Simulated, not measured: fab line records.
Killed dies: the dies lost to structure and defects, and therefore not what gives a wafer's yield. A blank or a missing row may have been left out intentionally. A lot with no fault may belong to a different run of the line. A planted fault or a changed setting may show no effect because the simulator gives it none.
A struck lot beside a sound one / flow sky130 / 15 steps out of a route of 708
Sound: wafers L450.1, L450.2, L450.6. Wafers struck: L456.2, L456.4, L456.5. Last of all comes the cause.
At each step with rows: each side's tool, then ch and its chambers, then its first start. Under that, the readings that differ: sound wafers / struck wafers / difference of the means / sigmas: that difference in standard deviations of wafers without a fault.
alike: readings with means less than 2 such deviations apart, plus words and numbers identical on both sides. not compared: withheld readings, readings lacking a value on some wafer, bounds such as >300 that could conceal the same value, and numbers that have no deviation in the record and whose values overlap.
A row with sigmas, a row that says differs or no value, or rows on one side alone: a step with any of these is where the two part. When numbers do not overlap yet have no deviation, they are printed without sigmas and do not part them. A reading missing from all wafers of one side parts the sides only when that side holds two or more wafers.

SKY_CAPM_RS_MEAS_03: a four-point-probe measurement.
  sound: film metro-02 at day 36 10:43; struck: film metro-04 at day 38 15:41
  alike: CAPM_TIN_RS
SKY_CAPM_THK_MEAS_04: measures by xrf.
  sound: film metro-02 at day 36 10:50; struck: film metro-04 at day 38 15:48
  alike: CAPM_TIN_THK
then, 7 steps without rows for these wafers: SKY_CAPM_DEHYDRATE_05 (time 60 s); SKY_CAPM_HMDS_06 (prime time 60 s); SKY_CAPM_COAT_07 (resist thk 1140 nm); SKY_CAPM_SOFTBAKE_08 (time 60 s); SKY_CAPM_EXPOSE_09 (exposes mask CAPM, target cd 1000 nm); SKY_CAPM_PEB_10; SKY_CAPM_DEVELOP_11 (develop time 60 s).
SKY_CAPM_OVL_MEAS_12:
  sound: overlay-01 at day 37 11:50; struck: overlay-02 at day 39 15:56
  alike: CAPM_OVL
SKY_CAPM_METAL_ETCH_13: etches TiN in Cl2/BCl3, stops on SiO2, target depth 220 nm, time 62.9 s.
  sound on rie metal-03 ch 0,1, day 37 11:52; struck on rie metal-01 ch 0,1, day 39 15:58
  alike: drypump motor current A, mfc cl2 sccm, oes product au, throttle valve pct
  not compared: rf hours counter h
SKY_CAPM_STRIP_14: strips in O2/N2.
  sound on plasma asher-01 ch 0,1, day 37 11:57; struck on plasma asher-01 ch 0,1, day 39 16:03
  alike: chamber pressure mTorr, drypump motor current A, oes product au, strip time to endpoint s
  not compared: rf hours counter h
SKY_CAPM_STRIP_15: strips in post etch residue remover, time 1200 s.
  sound on wet bench-01 ch 0, day 37 12:03; struck on wet bench-02 ch 2, day 39 16:09
  no value came back on the struck wafers for bath guard temp C (C), bath heat duty pct (%), time s (s); on the sound wafers bath guard temp C (C) reads 72.7 72.5 72.2
then, 1 step without rows for these wafers: SKY_CAPM_CLEAN_16 (cleans in IPA, time 180 s).
-- the record jumps here: 8 days lie between the struck wafers' starts before and after (it left off in module CAPM and takes up again in module PAD_OPEN, whose first step shown is number 708 of the route) --
SKY_PAD_OPEN_PROBE_99:
  sound: prober-01 at day 45 21:10; struck: prober-01 at day 47 15:48
reading=sort_bin_3_pad_short (%); sound=0.6 0.8 0.4; struck=1.8 2.2 0.8; difference=+1.0; sigmas=+2
reading=sort_bin_5_function (%); sound=12.8 16.3 13.8; struck=9.8 9.8 10.8; difference=-4.2; sigmas=-3
  alike: defect limited yield, killed_at_M0_to_M3, killed_at_M4_up, killed at contacts, killed at front end, killed at other, killed dies, killed open, killed short, sort_bin_6_memory, sort n pass, sort yield pct

WHERE THEY PART
First at SKY_CAPM_STRIP_15; last, within this record, at SKY_PAD_OPEN_PROBE_99.

WHY: what the simulator had put in
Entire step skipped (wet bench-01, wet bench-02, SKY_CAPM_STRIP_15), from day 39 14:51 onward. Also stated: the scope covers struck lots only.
